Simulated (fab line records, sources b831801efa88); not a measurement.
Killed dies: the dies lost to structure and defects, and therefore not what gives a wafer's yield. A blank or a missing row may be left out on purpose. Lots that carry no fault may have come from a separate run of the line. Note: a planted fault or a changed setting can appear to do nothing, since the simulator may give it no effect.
Which of the tools did it? + flow gf180mcu + Sampling: 13 lots, 39 wafers, 5 of 602 route steps

## WHAT THE GAUGES READ, wafer by wafer
GF_M5_OVL_MEAS_08.
| lot  | measured     | on         | M5_OVL (nm) |
|------|--------------|------------|-------------|
| L833 | day 26 16:24 | overlay-01 | 3 -8 6      |
| L834 | day 26 21:53 | overlay-01 | -3 4 -3     |
| L836 | day 27 17:38 | overlay-01 | -5 0 -3     |
| L837 | day 27 21:54 | overlay-01 | -3 5 3      |
| L838 | day 28 17:24 | overlay-01 | 9 2 -2      |
| L839 | day 28 21:37 | overlay-01 | -7 3 0      |
| L840 | day 29 03:05 | overlay-01 | -1 13 4     |
| L841 | day 29 05:58 | overlay-02 | 2 0 -2      |
| L847 | day 30 22:16 | overlay-01 | 1 3 11      |
| L851 | day 32 06:12 | overlay-01 | 14 14 10    |
| L853 | day 32 08:07 | overlay-01 | 5 1 3       |
| L855 | day 32 18:23 | overlay-01 | 2 4 5       |
| L856 | day 33 00:56 | overlay-02 | 4 3 4       |

GF_PASSIVATION_THK_MEAS_01.
| lot  | measured     | on            | PASSIVATION_CVD_00_THK (nm) |
|------|--------------|---------------|-----------------------------|
| L833 | day 28 12:28 | film-metro-01 | 987 989 1006                |
| L834 | day 28 17:49 | film-metro-03 | 993 1008 1019               |
| L836 | day 29 13:04 | film-metro-04 | 991 996 1010                |
| L837 | day 29 16:44 | film-metro-04 | 988 1033 1002               |
| L838 | day 30 11:11 | film-metro-01 | 990 1016 1004               |
| L839 | day 30 15:25 | film-metro-01 | 1000 1008 1010              |
| L840 | day 30 19:50 | film-metro-01 | 979 985 988                 |
| L841 | day 30 23:56 | film-metro-01 | 994 990 1008                |
| L847 | day 32 13:48 | film-metro-04 | 1099 1093 1110              |
| L851 | day 33 17:53 | film-metro-01 | 1108 1120 1116              |
| L853 | day 33 20:24 | film-metro-03 | 998 1020 1021               |
| L855 | day 34 05:45 | film-metro-01 | 1002 1008 1007              |
| L856 | day 34 11:04 | film-metro-01 | 974 989 1007                |

## TOOL THAT RAN EACH LOT (tool first, then ch and the chambers of the sampled wafers, then the start)
| lot  | GF_V4_SPUTTER_21             | GF_MIM_SPUTTER_04            | GF_PASSIVATION_CVD_00           |
|------|------------------------------|------------------------------|---------------------------------|
| L833 | pvd-sputter-04, day 24 20:14 | pvd-sputter-01, day 24 21:07 | pecvd-01 ch 1,2, day 28 12:23   |
| L834 | pvd-sputter-03, day 25 01:14 | pvd-sputter-01, day 25 02:06 | pecvd-04 ch 0,1,2, day 28 17:44 |
| L836 | pvd-sputter-03, day 25 21:53 | pvd-sputter-04, day 25 22:52 | pecvd-01 ch 1,2, day 29 12:58   |
| L837 | pvd-sputter-03, day 26 03:23 | pvd-sputter-01, day 26 04:16 | pecvd-03 ch 0,1,2, day 29 16:39 |
| L838 | pvd-sputter-03, day 26 23:43 | pvd-sputter-04, day 27 00:41 | pecvd-01 ch 0,1,2, day 30 11:06 |
| L839 | pvd-sputter-04, day 27 03:47 | pvd-sputter-01, day 27 04:39 | pecvd-04 ch 0,1,2, day 30 15:19 |
| L840 | pvd-sputter-03, day 27 09:58 | pvd-sputter-04, day 27 10:50 | pecvd-03 ch 0,1,2, day 30 19:45 |
| L841 | pvd-sputter-03, day 27 12:42 | pvd-sputter-03, day 27 13:34 | pecvd-04 ch 0,1,2, day 30 23:52 |
| L847 | pvd-sputter-03, day 29 06:15 | pvd-sputter-04, day 29 07:07 | pecvd-03 ch 0,1,2, day 32 13:44 |
| L851 | pvd-sputter-03, day 30 17:32 | pvd-sputter-03, day 30 18:32 | pecvd-03 ch 1,2, day 33 17:49   |
| L853 | pvd-sputter-04, day 30 19:26 | pvd-sputter-03, day 30 20:26 | pecvd-01 ch 0,2, day 33 20:19   |
| L855 | pvd-sputter-03, day 31 07:05 | pvd-sputter-01, day 31 07:59 | pecvd-04 ch 0,1,2, day 34 05:41 |
| L856 | pvd-sputter-02, day 31 13:52 | pvd-sputter-04, day 31 14:44 | pecvd-04 ch 0,1, day 34 10:59   |
- GF_V4_SPUTTER_21: material Ti, target thk 15 nm, time 80.02 s.
- GF_MIM_SPUTTER_04: material TiN, target thk 50 nm, time 41.7 s.
- GF_PASSIVATION_CVD_00: deposits SiO2 from TEOS, target thk 1000 nm, time 111.95 s.

## WHAT THE TOOLS THEMSELVES READ (means of the sampled wafers that have a number; where no wafer has one, the mark that the record gives instead)
GF_V4_SPUTTER_21.
| lot  | tool           | throttle-valve-pct (%) |
|------|----------------|------------------------|
| L833 | pvd-sputter-04 | 29.7                   |
| L834 | pvd-sputter-03 | 31.4                   |
| L836 | pvd-sputter-03 | 31.7                   |
| L837 | pvd-sputter-03 | 30.6                   |
| L838 | pvd-sputter-03 | 31.0                   |
| L839 | pvd-sputter-04 | 29.9                   |
| L840 | pvd-sputter-03 | 31.3                   |
| L841 | pvd-sputter-03 | 31.5                   |
| L847 | pvd-sputter-03 | 30.5                   |
| L851 | pvd-sputter-03 | 31.3                   |
| L853 | pvd-sputter-04 | 29.6                   |
| L855 | pvd-sputter-03 | 31.0                   |
| L856 | pvd-sputter-02 | 30.9                   |

GF_MIM_SPUTTER_04.
| lot  | tool           | throttle-valve-pct (%) |
|------|----------------|------------------------|
| L833 | pvd-sputter-01 | 30.1                   |
| L834 | pvd-sputter-01 | 30.1                   |
| L836 | pvd-sputter-04 | 30.4                   |
| L837 | pvd-sputter-01 | 30.9                   |
| L838 | pvd-sputter-04 | 30.1                   |
| L839 | pvd-sputter-01 | 29.0                   |
| L840 | pvd-sputter-04 | 30.0                   |
| L841 | pvd-sputter-03 | 31.8                   |
| L847 | pvd-sputter-04 | 30.4                   |
| L851 | pvd-sputter-03 | 31.3                   |
| L853 | pvd-sputter-03 | 30.6                   |
| L855 | pvd-sputter-01 | 30.1                   |
| L856 | pvd-sputter-04 | 30.3                   |

GF_PASSIVATION_CVD_00.
| lot  | tool     | heater-power-w (W) | rf-fwd-power-W (W) |
|------|----------|--------------------|--------------------|
| L833 | pecvd-01 | 754                | 596.6              |
| L834 | pecvd-04 | 675                | 597.4              |
| L836 | pecvd-01 | 734                | 598.1              |
| L837 | pecvd-03 | 645                | 598.2              |
| L838 | pecvd-01 | 711                | 596.5              |
| L839 | pecvd-04 | 653                | 595.9              |
| L840 | pecvd-03 | 697                | 596.7              |
| L841 | pecvd-04 | 654                | 596.7              |
| L847 | pecvd-03 | 546                | 836.1              |
| L851 | pecvd-03 | 525                | 835.4              |
| L853 | pecvd-01 | 718                | 597.7              |
| L855 | pecvd-04 | 698                | 597.6              |
| L856 | pecvd-04 | 700                | 598.7              |

## THE ANSWER, worked out from the rows above alone
Rule: the lots themselves supply what counts as usual. Put in order of their means at a reading, lots are off if they are a third of the lots or fewer, leave a main group of 4 or more, and stand apart from it by a gap of 3 or more times the standard deviation of the main group's means; of several such gaps the widest counts. A main group is skipped when, at the precision printed for the reading in the tables above, its means are all equal. Also off: a lot with no number at a reading for which 4 or more lots have one. All remaining lots with rows at the step are treated as sound. The gauges are gone through in route order, then the tools' own readings, and for those a lot's mean is taken as printed above. At the first step where some lot is off, the reading lying furthest off is the one used; lots without a number count as furthest.
Off: L847, L851, at GF_PASSIVATION_THK_MEAS_01 (PASSIVATION_CVD_00_THK). The main group has a mean of 1001 nm with a standard deviation of 8.2.
If a tool, at a process step before that reading, ran all the lots that are off and no sound lot after the first of them, it fits. Not tried: the gauges at GF_PASSIVATION_THK_MEAS_01; whatever is off there is also off at GF_PASSIVATION_CVD_00, on other tools, and gauge error can't account for it. One candidate fits, namely pecvd-03 at GF_PASSIVATION_CVD_00. A fault onset in the window from L840 (day 30 19:45, its last sound lot) to L847 (day 32 13:44, its first lot off) fits.
On the lots that are off, the tool's own readings at GF_PASSIVATION_CVD_00 differ by more than 5 times the standard deviation of the sound lots' means, which bears it out; rf-fwd-power-W reads 835.8 W there versus 597.3 W on the sound lots.

## WHAT HAD BEEN PUT IN BY THE SIMULATOR
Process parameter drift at GF_PASSIVATION_CVD_00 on pecvd-03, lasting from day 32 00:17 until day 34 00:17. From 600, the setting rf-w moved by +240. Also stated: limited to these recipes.
Shown lots that were struck: L847, L851. The same result came from the rule above.
